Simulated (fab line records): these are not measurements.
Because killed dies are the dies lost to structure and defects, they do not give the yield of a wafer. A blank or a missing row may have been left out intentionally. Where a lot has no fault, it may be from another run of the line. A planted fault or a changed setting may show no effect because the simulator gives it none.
One fault seen from 2 desks -- flow sky130 -- only its own numbers are on each desk; what lay behind them is given at the end

TOOL OWNER'S DESK, rieDiel-02
The tool's own readings at SKY_FIELD_ISO_ETCH_14 (etches BARC in N2/H2, stops on SiO2, time 45.9 s, target depth 60 nm): means of the sampled wafers that have a number, for each lot that ran on this tool. Marked OUT: a lot whose mean sits more than 4 standard deviations from the usual mean, which makes it out of limits; the brackets give that distance.
Columns: A = drypumpMotorCurrentA at SKY_FIELD_ISO_ETCH_14, usual 5.8 A; B = oesProductAu at SKY_FIELD_ISO_ETCH_14, usual 0.855 a.u.; C = throttleValvePct at SKY_FIELD_ISO_ETCH_14, usual 13.224 %
lot,first seen here,A,B,C
L695,day 2 06:49,5.7,0.852,13.230
L697,day 2 15:26,5.6,0.859,13.225
L699,day 3 02:43,6.2,0.857,13.220
L700,day 3 06:53,5.6,0.855,13.225
L701,day 3 12:28,6.0,0.856,13.226
L705,day 4 14:37,6.0,0.837 (-4.0) OUT,13.221
L711,day 5 16:08,5.8,0.848,13.213
Finding of this desk: L705 out of limits; the first was L705 at day 4 14:37, on oesProductAu at SKY_FIELD_ISO_ETCH_14. In limits: L695, L697, L699, L700, L701, L711.

AT THE METROLOGY DESK
What the gauges read, lot by lot, whatever tool the lot ran on: means of the sampled wafers that have a number. Marked OUT: a lot whose mean sits more than 4 standard deviations from the usual mean, which makes it out of limits; the brackets give that distance.
Columns: A = cdNm at SKY_FIELD_ISO_CD_MEAS_13, usual 149.6 nm; B = NWELL_2_TW at SKY_NWELL_TW_MEAS_26, usual 498
lot,first seen here,A,B
L695,day 2 06:43,151.0,503
L697,day 2 15:19,149.6,503
L696,day 2 15:37,150.4,504
L698,day 2 21:47,150.9,503
L699,day 3 02:35,149.3,505
L700,day 3 06:46,150.0,496
L701,day 3 12:20,152.0,504
L705,day 4 14:32,148.1,502
L711,day 5 16:01,148.6,496
L715,day 6 13:44,150.4,492
L716,day 6 18:13,148.6,494
L718,day 7 06:07,151.0,495
Finding of this desk: none of the 12 lots has anything out of limits.

ALL TOGETHER
On L705, at day 4 14:37, an alarm was possible from the tool owner's desk.
At the metrology desk, nothing out of limits was observed.
The metrology desk has L705 on record, within its limits.
On rieDiel-02, each named lot ran SKY_FIELD_ISO_ETCH_14.

WHAT WAS PUT IN BY THE SIMULATOR
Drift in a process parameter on rieDiel-02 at SKY_FIELD_ISO_ETCH_14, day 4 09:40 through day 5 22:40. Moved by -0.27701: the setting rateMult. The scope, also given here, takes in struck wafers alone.
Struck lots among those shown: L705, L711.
How many hours passed from the start of the fault until each desk's first out-of-limits reading: the tool owner's desk, 5.
